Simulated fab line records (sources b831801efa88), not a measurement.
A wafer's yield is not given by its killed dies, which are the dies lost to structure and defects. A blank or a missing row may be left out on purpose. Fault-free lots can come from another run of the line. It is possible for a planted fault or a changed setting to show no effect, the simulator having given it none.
fab line records	flow sky130	part 1 of 2: steps 1 to 22 of 31
[record] lots = 5	wafers = 15	lastDay = 49
route steps=708 shown METAL5@671 PASSIVATION@681 PAD_OPEN@694
lots that met no fault: taken from a fault-free run of the same line
startH: the number of hours between the record's first day and the start of the first shown wafer of the lot	waitH: hours from the lot's prior step to this one	" unchanged from the row above	L1.1+2: one row covering several wafers at once	- value missing, or start not given	* or withheld: withheld	< > ~ a bound
route shown NAME@n: names a module that has steps shown in the file, with the first one's number in the route	usual: mean/standard deviation of fault-free wafers	same: alike in all rows	chamber/n: place in a boat	sites: each site's reading	_std_site: standard deviation of those values	_edge_site: inner sites' mean taken away from outer sites' mean	radiusMm: how far each site lies from the wafer's centre	mask NAME#n: copy n	behind: the most recent tool/chamber to have shaped the wafer	hold: why the lot went on hold/how many hours it stayed there/how the hold came to an end	device: whichever transistor did not switch (one of n, p or np)	end of line: the route-end tests of the same wafers	a step given without rows: its recipe and nothing more	killed: not the wafer's yield, but the dies lost to structure and defects at the first sort	map: a wafer's dies, x killed, . not, _ none there
set.NAME: the setting the step ran with; set.NAME@STEP: the setting that earlier step ran with	model.NAME: the simulator's own value behind a step, which no gauge read
lots at some steps of the route; a table a step, a row a wafer
services: the hour from which a tool's chamber was out of use, counted from the record's first day as startH (under 0 if before that day), plus the number of hours and why
[[steps]]
[step SKY_METAL5_SOFTBAKE_10]
[recipe] tempC = 90	timeS = 60	resist = NOVOLAK
[usual] resistLineTempC = 22.98/0.09
[same] timeS = 60
lot.wafer	tool	chamber	startH	waitH	resistLineTempC
L074.4	lithoTrack-01	0	1029.45	0.1	22.89
L074.5	"	0	"	"	22.93
L074.6	"	0	"	"	22.87
L075.1	lithoTrack-01	0	1048.92	0.1	22.97
L075.5	"	0	"	"	22.84
L075.6	"	0	"	"	22.93
L081.2	lithoTrack-01	0	1068.80	0.1	23.07
L081.3	"	0	"	"	22.97
L081.5	"	0	"	"	22.81
L082.3	lithoTrack-03	0	1079.55	0.1	23.09
L082.5	"	0	"	"	23.07
L082.6	"	0	"	"	23.02
L091.2	lithoTrack-01	0	1125.45	0.1	23.01
L091.4	"	0	"	"	23.12
L091.6	"	0	"	"	22.97
[step SKY_METAL5_EXPOSE_11]
[recipe] maskId = MM5	na = 0.6	sourceShape = conventional	sigmaOuter = 0.6	polarization = unpolarized	targetCdNm = 1600	doseMj = 190
[usual] focusOffsetNm = 0.0/0.5
lot.wafer	tool	chamber	startH	waitH	mask	focusOffsetNm
L074.4	ilineStepper-01	0	-	-	MM5#0	-0.5
L074.5	"	0	"	"	MM5#0	0.4
L074.6	"	0	"	"	MM5#0	0.3
L075.1	ilineStepper-02	0	-	-	MM5#0	-0.3
L075.5	"	0	"	"	MM5#0	-0.2
L075.6	"	0	"	"	MM5#0	-0.9
L081.2	ilineStepper-02	0	-	-	MM5#0	-1.1
L081.3	"	0	"	"	MM5#0	-0.1
L081.5	"	0	"	"	MM5#0	-0.9
L082.3	ilineStepper-02	0	-	-	MM5#0	-0.3
L082.5	"	0	"	"	MM5#0	-0.4
L082.6	"	0	"	"	MM5#0	0.7
L091.2	ilineStepper-01	0	-	-	MM5#0	0.0
L091.4	"	0	"	"	MM5#0	0.3
L091.6	"	0	"	"	MM5#0	-0.4
[step SKY_METAL5_PEB_12]
[recipe] tempC = withheld	timeS = *	resist = NOVOLAK
[usual] resistLineTempC = *
[same] timeS = *
lot.wafer	tool	chamber	startH	waitH	resistLineTempC
L074.4	lithoTrack-01	0	-	-	*
L074.5	"	0	"	"	*
L074.6	"	0	"	"	*
L075.1	lithoTrack-01	0	-	-	*
L075.5	"	0	"	"	*
L075.6	"	0	"	"	*
L081.2	lithoTrack-04	0	-	-	*
L081.3	"	0	"	"	*
L081.5	"	0	"	"	*
L082.3	lithoTrack-03	0	-	-	*
L082.5	"	0	"	"	*
L082.6	"	0	"	"	*
L091.2	lithoTrack-03	0	-	-	*
L091.4	"	0	"	"	*
L091.6	"	0	"	"	*
[step SKY_METAL5_DEVELOP_13]
[recipe] resist = NOVOLAK	developer = TMAH	developTimeS = 60	devTempC = 23
[usual] resistLineTempC = 23.00/0.11
lot.wafer	tool	chamber	startH	waitH	resistLineTempC
L074.4	lithoTrack-01	0	1039.95	0.1	23.07
L074.5	"	0	"	"	23.10
L074.6	"	0	"	"	22.86
L075.1	lithoTrack-01	0	1059.32	0.1	23.17
L075.5	"	0	"	"	22.95
L075.6	"	0	"	"	23.14
L081.2	lithoTrack-04	0	1079.54	0.1	22.84
L081.3	"	0	"	"	23.02
L081.5	"	0	"	"	22.85
L082.3	lithoTrack-03	0	1089.55	0.1	23.01
L082.5	"	0	"	"	23.03
L082.6	"	0	"	"	23.26
L091.2	lithoTrack-03	0	1135.02	0.1	23.01
L091.4	"	0	"	"	22.97
L091.6	"	0	"	"	22.89
[step SKY_METAL5_DESCUM_14]
[recipe] chemistry = O2	sourcePowerW = 150	biasPowerW = 0	pressureMtorr = 10	tempC = 40	timeS = 11
[usual] chamberPressureMTorr = 10.001/0.01	drypumpMotorCurrentA = 5.8/0.47	heBacksideLeakSccm = 3.39/0.23	oesProductAu = 0.999/0.01
[same] timeS = 11
lot.wafer	tool	chamber	startH	waitH	chamberPressureMTorr	drypumpMotorCurrentA	heBacksideLeakSccm	oesProductAu	rfHoursCounterH
L074.4	rieMetal-01	0	1040.03	0.1	10.004	5.9	2.96	0.982	-
L074.5	"	1	"	"	10.001	6.2	3.41	1.000	-
L074.6	"	0	"	"	9.997	5.9	3.03	0.984	-
L075.1	rieMetal-02	1	1059.47	0.1	10.004	6.0	3.27	0.999	15
L075.5	"	0	"	"	10.000	5.1	3.46	1.014	-
L075.6	"	1	"	"	9.999	6.0	3.31	1.012	-
L081.2	rieMetal-02	0	1079.66	0.1	9.980	5.1	3.58	1.010	11
L081.3	"	1	"	"	9.987	6.0	3.33	1.005	-
L081.5	"	1	"	"	9.986	6.0	3.30	0.997	-
L082.3	rieMetal-01	0	1089.66	0.1	10.014	5.9	3.17	1.006	-
L082.5	"	0	"	"	10.004	6.0	3.13	0.999	-
L082.6	"	1	"	"	9.998	6.2	3.69	1.009	-
L091.2	rieMetal-01	1	1135.15	0.1	10.002	6.2	3.16	1.014	26
L091.4	"	0	"	"	9.997	5.9	3.00	0.983	-
L091.6	"	0	"	"	9.993	5.9	3.08	1.001	-
[step SKY_METAL5_METAL_ETCH_15]
[recipe] targetDepthA = 12600	stopOn = SiO2	overEtchFrac = 0.2	timeS = 252	chemistry = Cl2/BCl3	resistSidewallDeg = 86	pressureMtorr = 10	icpW = 900	biasW = 48.5	Cl2_flow_sccm = 60	bcl3FlowSccm = 30
[usual] bcl3FlowSccm = 29.99/0.098	chamberPressureMTorr = 10.000/0.0098	drypumpMotorCurrentA = 5.8/0.48	heBacksideLeakSccm = 3.37/0.23	oesProductAu = 0.894/0.005	throttleValvePct = 22.265/0.0092
[same] timeS = 252
lot.wafer	tool	chamber	startH	waitH	bcl3FlowSccm	chamberPressureMTorr	drypumpMotorCurrentA	heBacksideLeakSccm	oesProductAu	rfHoursCounterH	throttleValvePct
L074.4	rieMetal-01	0	1040.13	0.1	30.06	9.998	5.9	3.10	0.890	-	22.269
L074.5	"	1	"	"	29.89	9.989	6.2	3.43	0.887	-	22.272
L074.6	"	0	"	"	29.96	9.989	5.9	3.14	0.892	-	22.274
L075.1	rieMetal-02	1	1059.50	0.0	29.91	9.990	6.0	3.24	0.893	15	22.272
L075.5	"	0	"	"	29.90	9.997	5.1	3.50	0.885	-	22.271
L075.6	"	1	"	"	29.94	9.990	6.0	3.32	0.882	-	22.266
L081.2	rieMetal-02	0	1079.70	0.0	30.04	10.010	5.1	3.74	0.887	11	22.280
L081.3	"	1	"	"	30.17	9.985	6.0	3.14	0.899	-	22.256
L081.5	"	1	"	"	30.12	10.006	6.0	3.25	0.889	-	22.265
L082.3	rieMetal-01	0	1089.76	0.1	30.00	9.996	6.0	3.17	0.887	-	22.265
L082.5	"	0	"	"	29.88	10.004	5.9	3.10	0.894	-	22.270
L082.6	"	1	"	"	30.00	10.006	6.1	3.46	0.899	-	22.264
L091.2	rieMetal-01	1	1135.18	0.0	29.98	9.989	6.1	3.76	0.902	27	22.270
L091.4	"	0	"	"	30.19	9.989	5.9	3.12	0.887	-	22.269
L091.6	"	0	"	"	29.95	10.000	6.0	3.10	0.885	-	22.271
[step SKY_METAL5_STRIP_16]
[recipe] chemistry = O2/N2	powerW = 1400	pressureMtorr = 1500	platenTempC = withheld	o2FlowSccm = 3000	n2FlowSccm = 300	overashFraction = 0.5
[usual] chamberPressureMTorr = 1500.1/1.4	drypumpMotorCurrentA = 5.6/0.46	oesProductAu = 0.710/0.0052	stripTimeToEndpointS = 13.08/0.15
[same] overashFraction = 0.5
lot.wafer	tool	chamber	startH	waitH	chamberPressureMTorr	drypumpMotorCurrentA	oesProductAu	rfHoursCounterH	stripTimeToEndpointS
L074.4	plasmaAsher-03	0	1040.32	0.1	1498.8	6.2	0.722	-	13.23
L074.5	"	1	"	"	1500.2	5.6	0.705	-	13.20
L074.6	"	0	"	"	1500.8	6.2	0.713	-	13.33
L075.1	plasmaAsher-03	0	1059.74	0.2	1499.1	6.2	0.715	32	13.14
L075.5	"	1	"	"	1499.0	5.6	0.711	-	13.09
L075.6	"	0	"	"	1501.2	6.2	0.711	-	13.05
L081.2	plasmaAsher-03	0	1079.93	0.2	1497.4	6.2	0.705	34	13.10
L081.3	"	0	"	"	1501.3	6.2	0.708	-	13.22
L081.5	"	1	"	"	1500.5	5.6	0.716	-	13.19
L082.3	plasmaAsher-03	0	1089.95	0.1	1500.5	6.2	0.710	-	13.10
L082.5	"	1	"	"	1500.1	5.6	0.707	-	13.11
L082.6	"	0	"	"	1499.6	6.2	0.711	-	12.86
L091.2	plasmaAsher-03	0	1135.42	0.2	1500.7	6.2	0.713	39	13.00
L091.4	"	0	"	"	1499.5	6.2	0.719	-	13.27
L091.6	"	0	"	"	1501.7	6.2	0.710	-	13.33
[step SKY_METAL5_STRIP_17]
[recipe] chemistry = postEtchResidueRemover	timeS = 1200	tempC = 72.5
[same] timeS = 1200
lot.wafer	tool	chamber	startH	waitH
L074.4+5+6	wetBench-02	0	1040.39	0.0
L075.1+5+6	wetBench-01	3	1059.84	0.1
L081.2+3+5	wetBench-03	0	1080.03	0.1
L082.3+5+6	wetBench-03	1	1090.01	0.0
L091.2+4+6	wetBench-02	2	1135.52	0.1
[step SKY_METAL5_CLEAN_18]
[recipe] chemistry = IPA	timeS = 180	tempC = 25
[same] timeS = 180
lot.wafer	tool	chamber	startH	waitH
L074.4+5+6	wetBench-03	3	1040.73	0.0
L075.1+5+6	wetBench-03	1	1060.18	0.0
L081.2+3+5	wetBench-02	1	1080.37	0.0
L082.3+5+6	wetBench-01	3	1090.39	0.0
L091.2+4+6	wetBench-01	0	1135.86	0.0
[step SKY_METAL5_CLEAN_19]
[recipe] chemistry = O3/DIW	dry = n2Spin
lot.wafer	tool	chamber	startH	waitH
L074.4+5+6	wetBench-02	1	1040.79	0.0
L075.1+5+6	wetBench-02	0	1060.24	0.0
L081.2+3+5	wetBench-01	2	1080.43	0.0
L082.3+5+6	wetBench-02	2	1090.45	0.0
L091.2+4+6	wetBench-02	0	1135.92	0.0
[step SKY_PASSIVATION_CVD_00]
[recipe] material = SiO2	targetThkNm = 90	tempC = 400	timeS = withheld	rfW = 600
[usual] heaterPowerW = 689/130
lot.wafer	tool	chamber	startH	waitH	heaterPowerW
L074.4	pecvd-01	0	1040.89	0.0	609
L074.5	"	1	"	"	546
L074.6	"	2	"	"	859
L075.1	pecvd-03	1	1060.33	0.0	677
L075.5	"	0	"	"	847
L075.6	"	1	"	"	558
L081.2	pecvd-01	1	1080.52	0.0	570
L081.3	"	2	"	"	960
L081.5	"	2	"	"	977
L082.3	pecvd-01	2	1090.54	0.0	975
L082.5	"	0	"	"	607
L082.6	"	1	"	"	529
L091.2	pecvd-01	2	1136.01	0.0	942
L091.4	"	2	"	"	929
L091.6	"	0	"	"	616
[step SKY_PASSIVATION_THK_MEAS_01]
[recipe] reads = SiO2_of_PASSIVATION_CVD_00
[usual] PASSIVATION_CVD_00_THK = 90.4/1.4
lot.wafer	tool	chamber	startH	waitH	PASSIVATION_CVD_00_THK[nm]
L074.4	filmMetro-02	-	1040.93	-	90.3
L074.5	"	-	"	"	90.4
L074.6	"	-	"	"	90.4
L075.1	filmMetro-03	-	1060.36	-	91.7
L075.5	"	-	"	"	91.4
L075.6	"	-	"	"	93.7
L081.2	filmMetro-03	-	1080.56	-	91.8
L081.3	"	-	"	"	90.6
L081.5	"	-	"	"	91.3
L082.3	filmMetro-03	-	1090.58	-	91.0
L082.5	"	-	"	"	91.4
L082.6	"	-	"	"	93.0
L091.2	filmMetro-03	-	1136.04	-	89.9
L091.4	"	-	"	"	91.9
L091.6	"	-	"	"	90.2
[step SKY_PASSIVATION_CVD_02]
[recipe] material = Si3N4	targetThkNm = 540	tempC = 400	timeS = withheld	rfW = 450
[usual] heaterPowerW = 753/120
lot.wafer	tool	chamber	startH	waitH	heaterPowerW
L074.4	pecvd-03	2	1041.08	0.1	712
L074.5	"	0	"	"	912
L074.6	"	1	"	"	756
L075.1	pecvd-02	1	1060.42	0.1	812
L075.5	"	2	"	"	738
L075.6	"	1	"	"	813
L081.2	pecvd-02	0	1080.61	0.0	638
L081.3	"	2	"	"	729
L081.5	"	2	"	"	761
L082.3	pecvd-02	2	1090.62	0.0	816
L082.5	"	2	"	"	791
L082.6	"	0	"	"	661
L091.2	pecvd-02	1	1136.09	0.0	825
L091.4	"	2	"	"	657
L091.6	"	0	"	"	662
[step SKY_PASSIVATION_THK_MEAS_03]
[recipe] reads = Si3N4_of_PASSIVATION_CVD_02
[usual] PASSIVATION_CVD_02_THK = 539/7
lot.wafer	tool	chamber	startH	waitH	PASSIVATION_CVD_02_THK[nm]
L074.4	filmMetro-02	-	1041.22	-	540
L074.5	"	-	"	"	544
L074.6	"	-	"	"	543
L075.1	filmMetro-03	-	1060.65	-	534
L075.5	"	-	"	"	547
L075.6	"	-	"	"	542
L081.2	filmMetro-02	-	1080.84	-	541
L081.3	"	-	"	"	535
L081.5	"	-	"	"	543
L082.3	filmMetro-03	-	1090.87	-	527
L082.5	"	-	"	"	540
L082.6	"	-	"	"	540
L091.2	filmMetro-02	-	1136.32	-	539
L091.4	"	-	"	"	536
L091.6	"	-	"	"	544
[step SKY_PASSIVATION_DEHYDRATE_04]
[recipe] tempC = 200	timeS = 60
[usual] resistLineTempC = 23.02/0.11
[same] timeS = 60
lot.wafer	tool	chamber	startH	waitH	resistLineTempC
L074.4	lithoTrack-02	0	1051.58	10.4	22.98
L074.5	"	0	"	"	22.97
L074.6	"	0	"	"	22.99
L075.1	lithoTrack-03	0	1070.20	9.5	22.90
L075.5	"	0	"	"	22.98
L075.6	"	0	"	"	22.97
L081.2	lithoTrack-02	0	1090.83	10.0	23.04
L081.3	"	0	"	"	23.04
L081.5	"	0	"	"	23.05
L082.3	lithoTrack-04	0	1100.76	9.9	23.24
L082.5	"	0	"	"	23.11
L082.6	"	0	"	"	23.04
L091.2	lithoTrack-03	0	1145.67	9.3	23.11
L091.4	"	0	"	"	23.07
L091.6	"	0	"	"	23.04
[step SKY_PASSIVATION_HMDS_05]
[recipe] primeTimeS = 60	primeTempC = 120
[usual] resistLineTempC = 22.99/0.09
lot.wafer	tool	chamber	startH	waitH	resistLineTempC
L074.4	lithoTrack-02	0	1051.73	0.1	22.90
L074.5	"	0	"	"	23.05
L074.6	"	0	"	"	22.98
L075.1	lithoTrack-03	0	1070.35	0.1	23.05
L075.5	"	0	"	"	22.90
L075.6	"	0	"	"	22.91
L081.2	lithoTrack-02	0	1090.98	0.1	23.02
L081.3	"	0	"	"	22.99
L081.5	"	0	"	"	23.04
L082.3	lithoTrack-04	0	1100.91	0.1	23.04
L082.5	"	0	"	"	23.00
L082.6	"	0	"	"	22.90
L091.2	lithoTrack-03	0	1145.82	0.1	22.85
L091.4	"	0	"	"	22.75
L091.6	"	0	"	"	22.92
[step SKY_PASSIVATION_COAT_06]
[recipe] spinRpm = 2000	resistThkNm = 3000
[usual] resistLineTempC = 22.99/0.099
lot.wafer	tool	chamber	startH	waitH	resistLineTempC
L074.4	lithoTrack-02	0	1051.88	0.1	23.08
L074.5	"	0	"	"	23.04
L074.6	"	0	"	"	23.06
L075.1	lithoTrack-03	0	1070.50	0.1	22.88
L075.5	"	0	"	"	22.93
L075.6	"	0	"	"	22.89
L081.2	lithoTrack-02	0	1091.13	0.1	22.98
L081.3	"	0	"	"	23.12
L081.5	"	0	"	"	23.10
L082.3	lithoTrack-04	0	1101.06	0.1	22.99
L082.5	"	0	"	"	22.94
L082.6	"	0	"	"	23.13
L091.2	lithoTrack-03	0	1145.97	0.1	22.88
L091.4	"	0	"	"	23.09
L091.6	"	0	"	"	22.95
[step SKY_PASSIVATION_SOFTBAKE_07]
[recipe] tempC = 110	timeS = withheld
[usual] resistLineTempC = 22.99/0.099
lot.wafer	tool	chamber	startH	waitH	resistLineTempC
L074.4	lithoTrack-02	0	1052.06	0.1	22.99
L074.5	"	0	"	"	22.96
L074.6	"	0	"	"	23.02
L075.1	lithoTrack-03	0	1070.65	0.1	23.13
L075.5	"	0	"	"	22.95
L075.6	"	0	"	"	23.07
L081.2	lithoTrack-02	0	1091.29	0.1	22.93
L081.3	"	0	"	"	23.04
L081.5	"	0	"	"	23.11
L082.3	lithoTrack-04	0	1101.23	0.1	23.07
L082.5	"	0	"	"	22.98
L082.6	"	0	"	"	22.93
L091.2	lithoTrack-03	0	1146.13	0.1	23.01
L091.4	"	0	"	"	23.09
L091.6	"	0	"	"	23.01
[step SKY_PASSIVATION_EXPOSE_08]
[recipe] maskId = NSM	targetCdNm = 3000	na = 0.57	doseMj = 260
[usual] focusOffsetNm = -0.1/0.57
lot.wafer	tool	chamber	startH	waitH	mask	focusOffsetNm
L074.4	ilineStepper-01	0	-	-	NSM#0	-0.1
L074.5	"	0	"	"	NSM#0	-0.4
L074.6	"	0	"	"	NSM#0	-0.3
L075.1	ilineStepper-01	0	-	-	NSM#0	-0.7
L075.5	"	0	"	"	NSM#0	-0.9
L075.6	"	0	"	"	NSM#0	-1.2
L081.2	ilineStepper-02	0	-	-	NSM#0	-0.1
L081.3	"	0	"	"	NSM#0	-0.3
L081.5	"	0	"	"	NSM#0	-0.9
L082.3	ilineStepper-02	0	-	-	NSM#0	-0.7
L082.5	"	0	"	"	NSM#0	-1.0
L082.6	"	0	"	"	NSM#0	-0.5
L091.2	ilineStepper-02	0	-	-	NSM#0	0.3
L091.4	"	0	"	"	NSM#0	0.1
L091.6	"	0	"	"	NSM#0	0.9
[step SKY_PASSIVATION_PEB_09]
[recipe] tempC = 115	timeS = withheld
[usual] resistLineTempC = 22.99/0.11
lot.wafer	tool	chamber	startH	waitH	resistLineTempC
L074.4	lithoTrack-04	0	-	-	22.92
L074.5	"	0	"	"	22.81
L074.6	"	0	"	"	23.06
L075.1	lithoTrack-02	0	-	-	22.99
L075.5	"	0	"	"	22.96
L075.6	"	0	"	"	23.13
L081.2	lithoTrack-04	0	-	-	23.08
L081.3	"	0	"	"	23.09
L081.5	"	0	"	"	22.84
L082.3	lithoTrack-02	0	-	-	22.93
L082.5	"	0	"	"	23.03
L082.6	"	0	"	"	23.00
L091.2	lithoTrack-03	0	-	-	23.08
L091.4	"	0	"	"	22.77
L091.6	"	0	"	"	23.01
[step SKY_PASSIVATION_DEVELOP_10]
[recipe] developTimeS = 60	devTempC = 23
[usual] resistLineTempC = 22.99/0.099
lot.wafer	tool	chamber	startH	waitH	resistLineTempC
L074.4	lithoTrack-04	0	-	-	22.95
L074.5	"	0	"	"	22.95
L074.6	"	0	"	"	22.97
L075.1	lithoTrack-02	0	-	-	23.03
L075.5	"	0	"	"	23.00
L075.6	"	0	"	"	22.92
L081.2	lithoTrack-04	0	-	-	22.93
L081.3	"	0	"	"	22.91
L081.5	"	0	"	"	22.89
L082.3	lithoTrack-02	0	-	-	23.14
L082.5	"	0	"	"	22.91
L082.6	"	0	"	"	22.99
L091.2	lithoTrack-03	0	-	-	22.93
L091.4	"	0	"	"	23.05
L091.6	"	0	"	"	22.74
[step SKY_PASSIVATION_ETCH_11]
[recipe] chemistry = CF4/O2	targetDepthNm = 725	stopOn = AlCu	sourceW = 800	biasW = 150	pressureMtorr = 150	cf4FlowSccm = 80	O2_flow_sccm = 10	timeS = 161.1
[usual] chamberPressureMTorr = 150.00/0.13	drypumpMotorCurrentA = 5.7/0.4	oesProductAu = 0.977/0.0076	throttleValvePct = 5.965/0.0093
[same] timeS = 161.1
lot.wafer	tool	chamber	startH	waitH	chamberPressureMTorr	drypumpMotorCurrentA	oesProductAu	rfHoursCounterH	throttleValvePct
L074.4	rieDiel-01	3	1062.51	-	149.80	5.7	0.978	20	5.978
L074.5	"	3	"	"	149.85	5.8	0.980	-	5.971
L074.6	"	0	"	"	150.22	5.4	0.985	-	5.960
L075.1	rieDiel-02	1	1081.56	-	150.13	6.5	0.971	18	5.961
L075.5	"	1	"	"	149.97	6.5	0.984	-	5.963
L075.6	"	0	"	"	150.30	5.4	0.983	-	5.972
L081.2	rieDiel-02	0	1102.06	-	150.07	5.4	0.978	10	5.989
L081.3	"	3	"	"	149.82	5.2	0.984	14	5.958
L081.5	"	0	"	"	150.21	5.4	0.982	-	5.957
L082.3	rieDiel-02	0	1111.46	-	149.98	5.4	0.977	10	5.945
L082.5	"	1	"	"	150.09	6.5	0.976	-	5.965
L082.6	"	2	"	"	150.03	5.2	0.984	-	5.959
L091.2	rieDiel-02	1	1154.70	-	149.72	6.5	0.977	21	5.951
L091.4	"	0	"	"	149.78	5.4	0.972	-	5.955
L091.6	"	3	"	"	150.02	5.2	0.979	-	5.948
